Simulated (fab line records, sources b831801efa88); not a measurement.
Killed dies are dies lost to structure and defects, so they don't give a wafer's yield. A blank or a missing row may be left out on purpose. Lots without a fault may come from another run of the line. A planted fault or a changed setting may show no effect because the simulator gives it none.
One fault seen from 2 desks | flow sky130 | each desk has only its own numbers; what lay behind them comes last

THE METROLOGY DESK
What the gauges read, lot by lot, whatever tool the lot ran on: means of the sampled wafers that have a number. A lot is out of limits, marked OUT, if its mean lies more than 4 standard deviations from the usual mean; the brackets give that distance.
Columns: A = NWELL_01_OVL at SKY_NWELL_OVL_MEAS_23, usual 2.0 nm; B = VT_ADJUST_PCH_OVL at SKY_VT_ADJUST_PCH_OVL_MEAS_07, usual 0.6 nm; C = GATE_OXIDE_TW at SKY_GATE_OXIDE_TW_MEAS_14, usual 225.4
lot  | first seen here | A    | B    | C
L185 | day 5 04:44     | 3.0  | 2.7  | 224.5
L188 | day 6 23:41     | -0.1 | 0.5  | 223.9
L190 | day 7 05:43     | 1.7  | 1.8  | 227.0
L189 | day 7 06:23     | 2.5  | 1.3  | 224.1
L197 | day 8 11:25     | 1.6  | 1.1  | 226.4
L196 | day 8 11:44     | 2.5  | 0.5  | 224.1
L198 | day 8 16:40     | 2.5  | 0.0  | 225.8
L200 | day 9 05:37     | 1.6  | -0.5 | 225.5
L205 | day 10 13:20    | 2.7  | -0.7 | 230.3
L206 | day 10 18:53    | 3.2  | 0.5  | 228.4
L207 | day 10 21:58    | 1.7  | 2.7  | 225.0
L208 | day 11 02:29    | -0.4 | 0.7  | 225.5
This desk's finding: nothing out of limits on any of the 12 lots.

THE TOOL OWNER'S DESK: implanter-04
The tool's own readings at SKY_GATE_OXIDE_IMPLANT_11: means of the sampled wafers that have a number, for each lot that ran on this tool. A lot is out of limits, marked OUT, if its mean lies more than 4 standard deviations from the usual mean; the brackets give that distance.
Columns: A = dose_ions_cm2 at SKY_GATE_OXIDE_IMPLANT_11, usual 2.6006e+12; B = end_station_pressure_torr at SKY_GATE_OXIDE_IMPLANT_11, usual 5e-06 Torr
lot  | first seen here | A                    | B
L185 | day 13 11:49    | 2.5996e+12           | 5e-06
L197 | day 18 05:04    | 2.6000e+12           | 5e-06
L196 | day 18 09:46    | 2.6023e+12           | 5e-06
L198 | day 18 13:35    | 2.5995e+12           | 5e-06
L205 | day 21 00:33    | 2.7621e+12 (+56) OUT | 5e-06
L206 | day 21 08:19    | 2.7598e+12 (+55) OUT | 5e-06
This desk's finding: out of limits on L205, L206; first on L205, day 21 00:33 (dose_ions_cm2 at SKY_GATE_OXIDE_IMPLANT_11). In limits: L185, L197, L196, L198.

PUT TOGETHER
The tool owner's desk could have raised an alarm at day 21 00:33, on L205, L206.
The metrology desk saw nothing out of limits.
The metrology desk has L205, L206 on record, within its limits.
Of the lots named, all ran SKY_GATE_OXIDE_IMPLANT_11 on implanter-04.

WHAT THE SIMULATOR HAD PUT IN
Process parameter drift: implanter-04, from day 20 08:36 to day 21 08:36, at SKY_GATE_OXIDE_IMPLANT_11. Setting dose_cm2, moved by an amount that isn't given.
Lots struck among those shown: L205, L206.
Hours from the fault's start to each desk's first reading out of limits: the tool owner's desk, 16.
